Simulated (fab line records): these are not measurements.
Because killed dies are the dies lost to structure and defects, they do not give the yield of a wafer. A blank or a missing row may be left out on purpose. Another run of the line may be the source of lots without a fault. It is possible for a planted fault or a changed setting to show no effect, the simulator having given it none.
What tool caused it?	flow gf180mcu	39 wafers from 13 lots sampled at 5 of the route's 602 steps

WHAT EACH GAUGE READ, for each wafer
GF_HV_LDD_OVL_MEAS_08. Usual: HV_LDD_OVL -0.1 nm, standard deviation 1.4.
lot	measured	on	HV_LDD_OVL (nm)	flag
L244	day 9 23:58	overlay-01	-0.5 -0.9 -0.7	
L245	day 10 08:23	overlay-01	-0.4 -1.1 2.3	
L248	day 11 05:47	overlay-02	0.9 3.7 0.1	
L249	day 11 12:02	overlay-01	2.7 0.2 0.4	
L250	day 12 01:14	overlay-01	0.2 -0.4 -0.4	
L251	day 12 13:27	overlay-02	-0.3 -1.0 -0.9	
L256	day 13 15:55	overlay-02	1.1 -1.6 2.3	
L257	day 14 04:19	overlay-01	1.2 -0.6 2.1	
L263	day 15 23:38	overlay-02	0.5 1.3 1.1	
L264	day 16 13:16	overlay-01	0.9 0.7 -2.2	
L265	day 16 13:44	overlay-01	0.1 -0.7 0.4	
L266	day 16 22:30	overlay-02	-1.2 -0.3 1.5	
L267	day 17 05:23	overlay-02	-2.0 -1.2 -1.5	

GF_HV_LDD_OVL_MEAS_47. Usual: HV_LDD_03_OVL 0.8 nm, standard deviation 1.3.
lot	measured	on	HV_LDD_03_OVL (nm)	flag
L244	day 12 09:09	overlay-02	1.5 0.4 1.8	
L245	day 12 19:13	overlay-01	-1.0 1.1 1.5	
L248	day 13 17:07	overlay-02	4.0 3.1 2.1	
L249	day 14 01:06	overlay-02	-0.4 2.2 0.8	
L250	day 14 14:45	overlay-01	0.3 1.9 -1.1	
L251	day 15 04:41	overlay-02	2.4 2.2 0.0	
L256	day 16 08:51	overlay-02	2.3 1.0 2.5	
L257	day 16 21:17	overlay-01	0.4 0.4 0.1	
L263	day 18 21:14	overlay-01	2.1 0.9 2.3	
L264	day 19 12:15	overlay-02	-0.4 0.8 0.4	
L265	day 19 12:41	overlay-01	-1.6 -1.3 -1.6	
L266	day 19 22:50	overlay-01	0.4 0.9 0.0	
L267	day 20 06:05	overlay-01	-0.6 -0.4 -0.4	

GF_HV_LDD_TW_MEAS_50. Usual: HV_LDD_4_TW 570, standard deviation 4.5.
lot	measured	on	HV_LDD_4_TW	flag
L244	day 12 09:26	filmMetro-03	576 580 579	
L245	day 12 19:30	filmMetro-01	567 570 569	
L248	day 13 17:25	filmMetro-03	574 577 574	
L249	day 14 01:23	filmMetro-01	562 566 566	
L250	day 14 15:02	filmMetro-01	564 561 565	
L251	day 15 04:59	filmMetro-01	565 564 563	
L256	day 16 09:08	filmMetro-01	533 529 533	OFF
L257	day 16 21:34	filmMetro-01	533 529 529	OFF
L263	day 18 21:32	filmMetro-03	573 573 570	
L264	day 19 12:32	filmMetro-03	572 572 573	
L265	day 19 12:58	filmMetro-03	573 573 571	
L266	day 19 23:08	filmMetro-03	570 569 568	
L267	day 20 06:23	filmMetro-03	576 576 573	

WHICH TOOL RAN EACH LOT (tool, then ch and the chambers of the sampled wafers, then the start)
lot	GF_POLY_GATE_ETCH_12	GF_HV_LDD_IMPLANT_48
L244	rieDiel-01 ch 1,2,3, day 9 05:02	implanter-01 ch 0, day 12 09:11
L245	rieDiel-04 ch 0,2,3, day 9 12:20	implanter-04 ch 0, day 12 19:15
L248	rieDiel-04 ch 1,2,3, day 10 09:59	implanter-01 ch 0, day 13 17:10
L249	rieDiel-02 ch 0,1,2, day 10 15:32	implanter-01 ch 0, day 14 01:08
L250	rieDiel-02 ch 1,2,3, day 11 04:35	implanter-03 ch 0, day 14 14:47
L251	rieDiel-04 ch 0,2,3, day 11 16:47	implanter-04 ch 0, day 15 04:45
L256	rieDiel-01 ch 0,2,3, day 12 18:25	implanter-03 ch 0, day 16 08:55
L257	rieDiel-02 ch 0,1,3, day 13 04:25	implanter-03 ch 0, day 16 21:19
L263	rieDiel-01 ch 1,2,3, day 15 00:52	implanter-04 ch 0, day 18 21:17
L264	rieDiel-01 ch 0,2,3, day 15 11:32	implanter-03 ch 0, day 19 12:18
L265	rieDiel-01 ch 1,2,3, day 15 14:05	implanter-04 ch 0, day 19 12:43
L266	rieDiel-01 ch 0,2,3, day 15 18:25	implanter-03 ch 0, day 19 22:55
L267	rieDiel-01 ch 0,1, day 16 04:13	implanter-03 ch 0, day 20 06:08
- GF_POLY_GATE_ETCH_12: etches BARC in N2/H2.
- GF_HV_LDD_IMPLANT_48

AS READ BY THE TOOLS THEMSELVES (means over the sampled wafers that have a number; for cases with no such wafer, the mark the record gives instead)
GF_POLY_GATE_ETCH_12. Usual: drypumpMotorCurrentA 5.6 A, standard deviation 0.56; h2FlowSccm 200.0 sccm, standard deviation 0.62; oesProductAu 0.735 a.u., standard deviation 0.0048; throttleValvePct 13.215 %, standard deviation 0.0094.
lot	tool	drypumpMotorCurrentA (A)	h2FlowSccm (sccm)	oesProductAu (a.u.)	throttleValvePct (%)	flag
L244	rieDiel-01	5.2	200.1	0.734	13.213	
L245	rieDiel-04	6.0	200.0	0.736	13.215	
L248	rieDiel-04	6.2	199.7	0.730	13.215	
L249	rieDiel-02	5.9	200.2	0.732	13.216	
L250	rieDiel-02	5.7	199.8	0.734	13.220	
L251	rieDiel-04	6.0	199.5	0.738	13.223	
L256	rieDiel-01	5.4	200.2	0.732	13.218	
L257	rieDiel-02	5.9	200.1	0.730	13.215	
L263	rieDiel-01	5.2	200.0	0.733	13.203	
L264	rieDiel-01	5.4	200.0	0.734	13.210	
L265	rieDiel-01	5.2	199.8	0.741	13.210	
L266	rieDiel-01	5.4	200.2	0.735	13.217	
L267	rieDiel-01	5.2	200.3	0.733	13.219	

GF_HV_LDD_IMPLANT_48. Usual: beamOnS 10.00 s, standard deviation 0.2; faradayCurrentUA 169, standard deviation 3.2.
lot	tool	beamOnS (s)	faradayCurrentUA	flag
L244	implanter-01	9.90	171	
L245	implanter-04	10.13	167	
L248	implanter-01	10.05	168	
L249	implanter-01	9.92	171	
L250	implanter-03	9.93	171	
L251	implanter-04	9.85	172	
L256	implanter-03	7.93	214	OFF
L257	implanter-03	7.90	214	OFF
L263	implanter-04	10.17	167	
L264	implanter-03	9.91	171	
L265	implanter-04	10.09	168	
L266	implanter-03	9.88	170	
L267	implanter-03	10.09	168	

THE ANSWER, worked out from the rows above alone
Rule: a lot is off if the mean of its wafers that have a number lies more than 3 standard deviations from the usual mean. Also off: a lot with no number at a reading for which 4 or more lots have one. The other lots that the step has rows for count as sound. After the gauges, taken in route order, come the tools' own readings; for these a lot's mean is taken, as printed above. At the first step where some lot is off, the reading lying furthest off is the one used; lots without a number count as furthest.
Off: at GF_HV_LDD_TW_MEAS_50 (HV_LDD_4_TW), L256, L257.
A tool fits if, at a process step before that reading, it ran every lot that is off, and no sound lot after the first of them. Not tried: the gauges at GF_HV_LDD_TW_MEAS_50; whatever is off there is also off at GF_HV_LDD_IMPLANT_48, on other tools, and gauge error can't account for it. Not one of the candidates tried fits.

WHAT THE SIMULATOR HAD INSERTED
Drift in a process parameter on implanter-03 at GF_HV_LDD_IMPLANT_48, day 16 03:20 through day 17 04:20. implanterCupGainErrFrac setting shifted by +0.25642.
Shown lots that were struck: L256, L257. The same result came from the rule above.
